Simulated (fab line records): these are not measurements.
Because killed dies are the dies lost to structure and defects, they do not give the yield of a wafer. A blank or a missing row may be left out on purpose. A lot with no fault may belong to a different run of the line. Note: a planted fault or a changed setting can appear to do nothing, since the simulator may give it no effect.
One fault through the eyes of 2 desks || flow sky130 || each desk holds nothing but its own numbers, with what lay behind them at the end

== THE TOOL OWNER'S DESK: krf scanner-02 ==
The tool's own readings at SKY_METAL4_EXPOSE_10 (exposes mask MM4, target cd 300 nm): means of the sampled wafers that have a number, for each lot that ran on this tool. A lot is out of limits, marked OUT, if its mean lies more than 4 standard deviations from the usual mean; the brackets give that distance.
Columns: A = stage vel mm s at SKY_METAL4_EXPOSE_10, usual 499.99 mm/s
{"lot": "L869", "first seen here": "day 41 01:25", "A": 499.97}
{"lot": "L870", "first seen here": "day 41 08:50", "A": 499.92}
{"lot": "L877", "first seen here": "day 43 17:59", "A": 499.87}
{"lot": "L880", "first seen here": "day 44 12:55", "A": 499.76}
{"lot": "L881", "first seen here": "day 44 20:58", "A": 500.17}
{"lot": "L882", "first seen here": "day 44 22:08", "A": 500.04}
{"lot": "L888", "first seen here": "day 46 13:57", "A": 500.02}
This desk found nothing out of limits on any of the 7 lots.

== METROLOGY DESK ==
What the gauges read, lot by lot, whatever tool the lot ran on: means of the sampled wafers that have a number. A lot is out of limits, marked OUT, if its mean lies more than 4 standard deviations from the usual mean; the brackets give that distance.
Columns: A = cd nm at SKY_VIA3_CD_MEAS_12, usual 199.7 nm; B = cd nm at SKY_METAL4_CD_MEAS_13, usual 301.0 nm
{"lot": "L869", "first seen here": "day 39 10:02", "A": 200.7, "B": 301.4}
{"lot": "L870", "first seen here": "day 39 18:55", "A": 201.4, "B": 301.2}
{"lot": "L871", "first seen here": "day 40 11:12", "A": 201.8, "B": 300.5}
{"lot": "L873", "first seen here": "day 40 20:14", "A": 198.4, "B": 300.0}
{"lot": "L874", "first seen here": "day 41 05:01", "A": 200.3, "B": 299.3}
{"lot": "L877", "first seen here": "day 42 04:01", "A": 200.9, "B": 302.2}
{"lot": "L880", "first seen here": "day 43 00:32", "A": 199.2, "B": 300.3}
{"lot": "L881", "first seen here": "day 43 09:40", "A": 197.5, "B": 301.2}
{"lot": "L882", "first seen here": "day 43 10:22", "A": 201.4, "B": "241.2 (-43) OUT"}
{"lot": "L883", "first seen here": "day 43 20:37", "A": 200.0, "B": 301.7}
{"lot": "L888", "first seen here": "day 45 03:43", "A": 200.4, "B": "241.6 (-42) OUT"}
{"lot": "L892", "first seen here": "day 46 04:10", "A": 199.4, "B": 302.1}
This desk's finding: out of limits on L882, L888; first on L882, day 45 08:55 (cd nm at SKY_METAL4_CD_MEAS_13). Within limits: L869, L870, L871, L873, L874, L877, L880, L881, L883, L892.

== TAKEN TOGETHER ==
At day 45 08:55 the metrology desk could have sounded an alarm, on L882, L888.
Nothing out of limits was seen by the tool owner's desk.
On record at the tool owner's desk: L882, L888, within its limits.
On krf scanner-02, each named lot ran SKY_METAL4_EXPOSE_10.

== WHAT WAS PUT IN BY THE SIMULATOR ==
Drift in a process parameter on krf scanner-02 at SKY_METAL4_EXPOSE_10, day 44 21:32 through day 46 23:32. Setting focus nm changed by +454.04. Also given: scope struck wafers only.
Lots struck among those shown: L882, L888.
Delay in hours, fault start to first out-of-limits reading, per desk: metrology desk 11.
